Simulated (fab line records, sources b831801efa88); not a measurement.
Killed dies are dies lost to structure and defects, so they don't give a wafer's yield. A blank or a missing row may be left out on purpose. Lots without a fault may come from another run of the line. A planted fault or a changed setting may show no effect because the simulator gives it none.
A struck lot beside a sound one | flow sfq_line | 42 steps out of a route of 325
Sound: wafers L967.3, L967.5, L967.6. Struck: wafers L973.2, L973.5, L973.6. The cause comes at the end.
At each step with rows: each side's tool, then ch and its chambers, then its first start. Under that, the readings that differ: sound wafers | struck wafers | difference of the means | sigmas: that difference in standard deviations of wafers without a fault.
alike: readings whose means differ by less than 2 such deviations, and words and numbers that are the same on both sides. not compared: withheld readings, readings that some wafer has no value for, bounds like >300 that may hide the same value, and numbers for which the record gives no deviation and whose values overlap.
The two part at a step that has a row with sigmas, a row that says differs or no value, or rows on one side only. Numbers that don't overlap but have no deviation are shown without sigmas and don't part them. A reading that every wafer of one side lacks parts them only if that side has two wafers or more.

first, 6 steps without rows for these wafers: SFQ_TRILAYER_L0_VIA_LITHO_COAT_018 (resist thk 62 nm); SFQ_TRILAYER_L0_VIA_LITHO_COAT_013 (resist thk 650 nm); SFQ_TRILAYER_L0_VIA_LITHO_SOFTBAKE_017; SFQ_TRILAYER_L0_VIA_LITHO_EXPOSE_014 (exposes mask L0V, target cd 700 nm); SFQ_TRILAYER_L0_VIA_LITHO_PEB_016 (peb time 60 s); SFQ_TRILAYER_L0_VIA_LITHO_DEVELOP_015 (time 60 s).
SFQ_L0V_OVL_MEAS_903:
  sound on overlay-01, day 6 18:35; struck on overlay-02, day 8 01:47
  reading      | sound    | struck | difference | sigmas
  L0V_OVL (nm) | 17 12 17 | 0 5 0  | -14        | -2
SFQ_TRILAYER_L0_VIA_BARC_OPEN_VIA_ETCH_021: etches BARC in O2, target depth 125 nm, time 41.7 s.
  sound on rie_diel-01 ch 0,2,3, day 6 18:37; struck on rie_diel-03 ch 1,2, day 8 01:49
  alike: drypump_motor_current_A, oes_product_au
  not compared: rf_hours_counter_h
then, 1 step without rows for these wafers: SFQ_TRILAYER_L0_VIA_ETCH_VIA_ETCH_016 (etches SiO2 in CHF3, stops on MoNx KI, target depth 80 nm).
SFQ_TRILAYER_L0_VIA_STRIP_STRIP_017: strips in O2.
  sound on rie_metal-02 ch 0, day 6 19:06; struck on rie_metal-01 ch 0,1, day 8 01:54
  reading                     | sound             | struck            | difference | sigmas
  drypump_motor_current_A (A) | 5.79 5.73 5.79    | 5.06 5.06 5.17    | -0.67      | -2
  oes_product_au (a.u.)       | 0.973 0.970 0.979 | 1.001 1.005 1.011 | +0.032     | +2
  alike: he_backside_leak_sccm
  not compared: rf_hours_counter_h
then, 2 steps without rows for these wafers: SFQ_TRILAYER_L0_VIA_STRIP_SOLV_CLEAN_018 (cleans in NMP, time 600 s); SFQ_TRILAYER_M0_DEP_PRE_CLEAN_020 (time 15 s).
SFQ_TRILAYER_M0_DEP_SPUTTER_019: material Nb, target thk 200 nm, time 133.3 s.
  sound on pvd_sputter-04, day 6 20:07; struck on pvd_sputter-05, day 8 02:42
  reading                                             | sound           | struck            | difference | sigmas
  model.Nb_of_TRILAYER_M0_DEP_SPUTTER_019.thk_nm (nm) | 199 200.4 199.3 | 107.1 111.2 109.5 | -90.3      |
  alike: chamber_pressure_pa, resputter_cathode_voltage_v, throttle_valve_pct
SFQ_M0_RS_MEAS_904: measures by four-point-probe.
  sound on film_metro-03, day 6 20:15; struck on film_metro-03, day 8 02:49
  reading           | sound             | struck            | difference | sigmas
  M0_NB_RS (ohm/sq) | 0.897 0.888 0.893 | 1.680 1.617 1.640 | +0.753     | +68
then, 6 steps without rows for these wafers: SFQ_TRILAYER_M0_LITHO_COAT_026 (resist thk 62 nm); SFQ_TRILAYER_M0_LITHO_COAT_021 (resist thk 600 nm); SFQ_TRILAYER_M0_LITHO_SOFTBAKE_025; SFQ_TRILAYER_M0_LITHO_EXPOSE_022 (exposes mask M0, target cd 500 nm); SFQ_TRILAYER_M0_LITHO_PEB_024 (peb time 60 s); SFQ_TRILAYER_M0_LITHO_DEVELOP_023 (time 60 s).
-- the record jumps here: 3 days lie between the struck wafers' starts before and after --
SFQ_M0_OVL_MEAS_906:
  sound on overlay-01, day 9 09:58; struck on overlay-01, day 10 21:57
  alike: M0_OVL
SFQ_TRILAYER_M0_BARC_OPEN_METAL_ETCH_031: etches BARC in O2, target depth 125 nm, time 41.7 s.
  sound on rie_metal-02 ch 0,1, day 9 10:00; struck on rie_metal-04 ch 0,1, day 10 21:59
  reading                     | sound       | struck      | difference | sigmas
  drypump_motor_current_A (A) | 5.7 5.7 5.9 | 4.9 5.1 4.8 | -0.8       | -2
  alike: he_backside_leak_sccm, oes_product_au
  not compared: rf_hours_counter_h
SFQ_TRILAYER_M0_ETCH_METAL_ETCH_024: etches Nb in Cl2/Ar, stops on SiO2, target depth 240 nm, time 120 s.
  sound on rie_metal-02 ch 0,1, day 9 10:05; struck on rie_metal-04 ch 0,1, day 10 22:02
  reading                     | sound             | struck            | difference | sigmas
  drypump_motor_current_A (A) | 5.7 5.8 5.9       | 4.8 5.1 4.8       | -0.9       | -2
  oes_product_au (a.u.)       | 0.895 0.891 0.895 | 0.652 0.655 0.652 | -0.241     | -30
  alike: he_backside_leak_sccm
  not compared: rf_hours_counter_h
SFQ_TRILAYER_M0_STRIP_STRIP_025: strips in O2.
  sound on rie_metal-02 ch 0,1, day 9 10:22; struck on rie_metal-04 ch 0,1, day 10 22:10
  reading                     | sound             | struck            | difference | sigmas
  drypump_motor_current_A (A) | 5.7 5.7 5.9       | 4.8 5.1 4.8       | -0.9       | -2
  oes_product_au (a.u.)       | 0.978 0.981 0.989 | 1.010 1.010 1.002 | +0.025     | +2
  alike: he_backside_leak_sccm
  not compared: rf_hours_counter_h
then, 3 steps without rows for these wafers: SFQ_TRILAYER_M0_STRIP_SOLV_CLEAN_026 (cleans in NMP, time 600 s); SFQ_TRILAYER_I0_DEP_PECVD_027 (deposits SiO2 from SiH4/N2O, time 111.11 s, target thk 500 nm); SFQ_TRILAYER_I0_CMP_CMP_028 (polishes SiO2).
SFQ_I0_BOW_MEAS_907:
  sound on film_metro-01, day 9 18:07; struck on film_metro-03, day 11 10:18
  alike: I0_BOW
then, 7 steps without rows for these wafers: SFQ_TRILAYER_I0_METRO_MEASURE_029; SFQ_TRILAYER_I0_VIA_LITHO_COAT_036 (resist thk 62 nm); SFQ_TRILAYER_I0_VIA_LITHO_COAT_031 (resist thk 650 nm); SFQ_TRILAYER_I0_VIA_LITHO_SOFTBAKE_035; SFQ_TRILAYER_I0_VIA_LITHO_EXPOSE_032 (exposes mask I0, target cd 500 nm); SFQ_TRILAYER_I0_VIA_LITHO_PEB_034 (peb time 60 s); SFQ_TRILAYER_I0_VIA_LITHO_DEVELOP_033 (time 60 s).
-- the record jumps here: 2 days lie between the struck wafers' starts before and after --
SFQ_I0_OVL_MEAS_908:
  sound on overlay-02, day 11 22:55; struck on overlay-01, day 13 16:25
  alike: I0_OVL
then, 2 steps without rows for these wafers: SFQ_TRILAYER_I0_VIA_BARC_OPEN_VIA_ETCH_046 (etches BARC in O2, target depth 125 nm, time 41.7 s); SFQ_TRILAYER_I0_VIA_ETCH_VIA_ETCH_034 (etches SiO2 in CHF3, stops on Nb, target depth 260 nm).
SFQ_TRILAYER_I0_VIA_STRIP_STRIP_035: strips in O2.
  sound on rie_metal-01 ch 0,1, day 11 23:18; struck on rie_metal-01 ch 0, day 13 16:48
  alike: drypump_motor_current_A, he_backside_leak_sccm, oes_product_au
  not compared: rf_hours_counter_h
then, 2 steps without rows for these wafers: SFQ_TRILAYER_I0_VIA_STRIP_SOLV_CLEAN_036 (cleans in NMP, time 600 s); SFQ_TRILAYER_M1_DEP_PRE_CLEAN_038 (time 22.5 s).
-- the record jumps here: 66 days lie between the struck wafers' starts before and after --
SFQ_M8_BOW_MEAS_951:
  sound on film_metro-01, day 78 07:04; struck on film_metro-03, day 79 11:50
  reading                 | sound                | struck            | difference | sigmas
  model.etest.m0.ohm_um   | 1.79 1.779 1.792     | 3.331 3.202 3.275 | +1.482     |
  model.etest.m0.ohm_sq   | 0.8947 0.8883 0.8932 | 1.663 1.601 1.626 | +0.738     |
  model.etest.i0.link_ohm | 1.956 1.956 1.959    | 2.763 2.695 2.717 | +0.768     |
  alike: M8_BOW

WHERE THEY PART
First at SFQ_L0V_OVL_MEAS_903; last, within this record, at SFQ_TRILAYER_M0_STRIP_STRIP_025. Later steps at which nothing parts them and some readings are alike: SFQ_I0_BOW_MEAS_907, SFQ_I0_OVL_MEAS_908, SFQ_TRILAYER_I0_VIA_STRIP_STRIP_035, SFQ_M8_BOW_MEAS_951.

WHY: what the simulator had put in
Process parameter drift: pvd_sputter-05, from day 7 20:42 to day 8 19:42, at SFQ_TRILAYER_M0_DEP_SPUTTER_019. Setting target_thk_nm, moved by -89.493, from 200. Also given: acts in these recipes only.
